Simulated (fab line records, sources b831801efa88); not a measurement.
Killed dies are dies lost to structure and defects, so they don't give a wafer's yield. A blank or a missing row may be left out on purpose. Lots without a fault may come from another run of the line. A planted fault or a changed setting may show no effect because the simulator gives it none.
One fault seen from 2 desks | flow gf180mcu | each desk has only its own numbers; what lay behind them comes last

THE METROLOGY DESK
What the gauges read, lot by lot, whatever tool the lot ran on: means of the sampled wafers that have a number. A lot is out of limits, marked OUT, if its mean lies more than 4 standard deviations from the usual mean; the brackets give that distance.
Columns: A = PASSIVATION_BOW at GF_PASSIVATION_BOW_MEAS_14, usual 132 um
lot  | first seen here | A
L639 | day 28 19:18    | 145
L640 | day 29 02:10    | 126
L641 | day 29 16:49    | 136
L642 | day 30 02:16    | 122
L643 | day 30 11:16    | 133
L645 | day 30 22:08    | 124
L646 | day 31 09:58    | 151
L647 | day 31 11:57    | 131
L648 | day 31 15:58    | 121
L649 | day 31 21:13    | 119
L650 | day 32 10:43    | 141
L658 | day 34 03:26    | 129
L661 | day 34 17:31    | 127
L662 | day 34 20:47    | 133
This desk's finding: nothing out of limits on any of the 14 lots.

THE TOOL OWNER'S DESK: pvd_sputter-03
The tool's own readings at GF_TOP_METAL_SPUTTER_01 (material TiN, target thk 30 nm, time 25 s): means of the sampled wafers that have a number, for each lot that ran on this tool. A lot is out of limits, marked OUT, if its mean lies more than 4 standard deviations from the usual mean; the brackets give that distance.
Columns: A = throttle_valve_pct at GF_TOP_METAL_SPUTTER_01, usual 29.3 %
lot  | first seen here | A
L639 | day 26 23:35    | 29.3
L640 | day 27 08:19    | 29.2
L641 | day 27 23:41    | 29.5
L643 | day 28 18:20    | 29.4
L645 | day 29 06:52    | 29.5
L646 | day 29 18:50    | 29.4
L647 | day 29 20:58    | 29.7
L648 | day 30 00:34    | 30.1
L649 | day 30 06:29    | 29.0
L650 | day 30 20:19    | 29.5
This desk's finding: nothing out of limits on any of the 10 lots.

PUT TOGETHER
The metrology desk saw nothing out of limits.
The tool owner's desk saw nothing out of limits.

WHAT THE SIMULATOR HAD PUT IN
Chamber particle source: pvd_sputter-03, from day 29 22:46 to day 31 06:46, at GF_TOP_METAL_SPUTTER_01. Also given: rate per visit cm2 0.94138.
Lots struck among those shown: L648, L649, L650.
